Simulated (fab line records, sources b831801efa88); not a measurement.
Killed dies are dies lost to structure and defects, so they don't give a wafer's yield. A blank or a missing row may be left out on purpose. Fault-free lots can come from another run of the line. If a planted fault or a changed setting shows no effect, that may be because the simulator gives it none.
A lot that was struck, set against a sound lot	flow sky130	43 steps out of a route of 708
Sound: these wafers, L189.1, L189.2, L189.5. Wafers struck: L194.2, L194.3, L194.5. The cause comes at the end.
Each step with rows lists, per side, the tool, then ch with its chambers, then its first start. Under that, the readings that differ: sound wafers	struck wafers	difference of the means	sigmas: that difference in standard deviations of wafers without a fault.
alike: a reading whose means differ by less than 2 such deviations, as well as words and numbers matching on both sides. not compared: withheld readings; readings where some wafer has no value; bounds like >300 that might hide an equal value; numbers whose values overlap and for which the record gives no deviation.
Wherever a step has rows on one side only, a row that says differs or no value, or a row with sigmas, the two part there. Non-overlapping numbers with no deviation appear without sigmas and do not part them. A reading that every wafer of one side lacks parts them only if that side has two wafers or more.

first, 6 steps without rows for these wafers: SKY_VIA4_HMDS_05 (prime time 60 s); SKY_VIA4_COAT_06 (resist thk 1140 nm); SKY_VIA4_SOFTBAKE_07 (time 60 s); SKY_VIA4_EXPOSE_08 (exposes mask VIM4, target cd 800 nm); SKY_VIA4_PEB_09; SKY_VIA4_DEVELOP_10 (develop time 60 s).
SKY_VIA4_OVL_MEAS_11:
  sound: overlay-02 at day 45 13:26; struck: overlay-02 at day 47 06:19
  alike: VIA4_OVL
then, 1 step without rows for these wafers: SKY_VIA4_ETCH_12 (etches SiO2 in C4F8/O2/Ar, stops on TiN, target depth 580 nm).
SKY_VIA4_STRIP_13: strips in O2/N2.
  sound on plasma_asher-02 ch 0,1, day 45 13:32; struck on plasma_asher-02 ch 1, day 47 06:26
  alike: drypump_motor_current_A, oes_product_au, strip_time_to_endpoint_s
  not compared: rf_hours_counter_h
then, 3 steps without rows for these wafers: SKY_VIA4_STRIP_14 (strips in post etch residue remover, time 1200 s); SKY_VIA4_CLEAN_15 (cleans in IPA, time 180 s); SKY_VIA4_CLEAN_16 (cleans in O3/DIW).
SKY_VIA4_SPUTTER_17: material TiN, target thk 20 nm, time 80 s.
  sound: pvd_sputter-03 at day 45 14:11; struck: pvd_sputter-03 at day 47 07:01
  alike: throttle_valve_pct
SKY_VIA4_CVD_18: deposits W, target thk 505 nm, time 152.14 s.
  sound on cvd_w-02 ch 0,1, day 45 14:14; struck on cvd_w-02 ch 0,1, day 47 07:05
  alike: heater_power_w
SKY_VIA4_RS_MEAS_19: uses a four-point probe to measure.
  sound: film_metro-03 at day 45 14:23; struck: film_metro-04 at day 47 07:16
  alike: VIA4_W_RS
SKY_VIA4_THK_MEAS_20: measures by xrf.
  sound: film_metro-03 at day 45 14:31; struck: film_metro-04 at day 47 07:22
  alike: VIA4_W_THK
then, 1 step without rows for these wafers: SKY_VIA4_CMP_21 (polishes, stops on SiO2, t overpolish 25 s, target thk 0 nm).
SKY_METAL5_SPUTTER_00: material Ti, target thk 15 nm, time 10 s.
  sound: pvd_sputter-01 at day 45 14:52; struck: pvd_sputter-01 at day 47 07:43
  alike: throttle_valve_pct
then, 1 step without rows for these wafers: SKY_METAL5_SPUTTER_01 (material TiN, target thk 20 nm, time 16.7 s).
SKY_METAL5_SPUTTER_02: material AlCu, target thk 1150 nm, time 61.2 s.
  sound: pvd_sputter-01 at day 45 14:55; struck: pvd_sputter-01 at day 47 07:46
  alike: throttle_valve_pct
then, 2 steps without rows for these wafers: SKY_METAL5_SPUTTER_03 (material Ti, target thk 5 nm, time 3.3 s); SKY_METAL5_SPUTTER_04 (material TiN, target thk 70 nm, time 58.3 s).
SKY_METAL5_RS_MEAS_05: uses a four-point probe to measure.
  sound: film_metro-04 at day 45 15:02; struck: film_metro-04 at day 47 07:54
reading	sound	struck	difference	sigmas
METAL5_ALCU_RS (ohm/sq)	0.02752 0.0276 0.02745	0.02669 0.02655 0.02657	-0.00092	-3
SKY_METAL5_THK_MEAS_06: measures by xrf.
  sound: film_metro-04 at day 45 15:10; struck: film_metro-04 at day 47 08:01
reading	sound	struck	difference	sigmas
METAL5_ALCU_THK (nm)	1125 1123 1125	1152 1159 1158	+32	+2
then, 13 steps without rows for these wafers: SKY_METAL5_DEHYDRATE_07 (time 60 s); SKY_METAL5_HMDS_08 (prime time 60 s); SKY_METAL5_COAT_09 (resist thk 1800 nm); SKY_METAL5_SOFTBAKE_10 (time 60 s); SKY_METAL5_EXPOSE_11 (exposes mask MM5, target cd 1600 nm); SKY_METAL5_PEB_12; SKY_METAL5_DEVELOP_13 (develop time 60 s); SKY_METAL5_DESCUM_14 (chemistry O2, time 11 s); SKY_METAL5_METAL_ETCH_15 (etches the open film in Cl2/BCl3, stops on SiO2, target depth 1260 nm, time 252 s); SKY_METAL5_STRIP_16 (strips in O2/N2); SKY_METAL5_STRIP_17 (strips in post etch residue remover, time 1200 s); SKY_METAL5_CLEAN_18 (cleans in IPA, time 180 s); SKY_METAL5_CLEAN_19 (cleans in O3/DIW).
SKY_PASSIVATION_CVD_00: deposits SiO2, target thk 90 nm.
  sound on pecvd-03 ch 1,2, day 46 12:36; struck on pecvd-01 ch 0,1, day 48 04:41
  alike: heater_power_w
SKY_PASSIVATION_THK_MEAS_01:
  sound: film_metro-01 at day 46 12:37; struck: film_metro-02 at day 48 04:43
  alike: PASSIVATION_CVD_00_THK
then, 1 step without rows for these wafers: SKY_PASSIVATION_CVD_02 (deposits Si3N4, target thk 540 nm).
SKY_PASSIVATION_THK_MEAS_03:
  sound: film_metro-03 at day 46 12:54; struck: film_metro-03 at day 48 05:00
  alike: PASSIVATION_CVD_02_THK
then, 1 step without rows for these wafers: SKY_PASSIVATION_DEHYDRATE_04 (time 60 s).
SKY_PAD_OPEN_PROBE_99:
  sound: prober-02 at day 48 07:25; struck: prober-01 at day 49 20:38
reading	sound	struck	difference	sigmas
defect_limited_yield (%)	78.9 81.3 84.6	75.6 79.1 75.8	-4.8	-2
killed_at_M4_up	3 4 1	37 33 41	+34	+17
killed_dies	104 92 76	120 103 119	+23	+2
sort_bin_5_function (%)	12.2 11.6 8.3	15.9 13.6 13.8	+3.7	+2
sort_n_pass	388 400 416	372 389 373	-23	-2
sort_yield_pct (%)	78.9 81.3 84.6	75.6 79.1 75.8	-4.8	-2
model.etest.tester.sort_bin_5_pct (%)	12.2 11.59 8.333	15.85 13.62 13.82	+3.72	
model.etest.tester.sort_bin_3_pct (%)	0.813 0.813 0.813	1.423 1.626 1.423	+0.678	
  alike: killed_at_M0_to_M3, killed_at_contacts, killed_at_front_end, killed_at_other, killed_open, killed_short, sort_bin_3_pad_short, sort_bin_6_memory
  not compared: model.etest.tester.sort_n_pass, model.etest.tester.sort_yield_pct

WHERE THEY PART
First at SKY_METAL5_RS_MEAS_05; last, within this record, at SKY_PAD_OPEN_PROBE_99.

WHY: whatever the simulator had introduced
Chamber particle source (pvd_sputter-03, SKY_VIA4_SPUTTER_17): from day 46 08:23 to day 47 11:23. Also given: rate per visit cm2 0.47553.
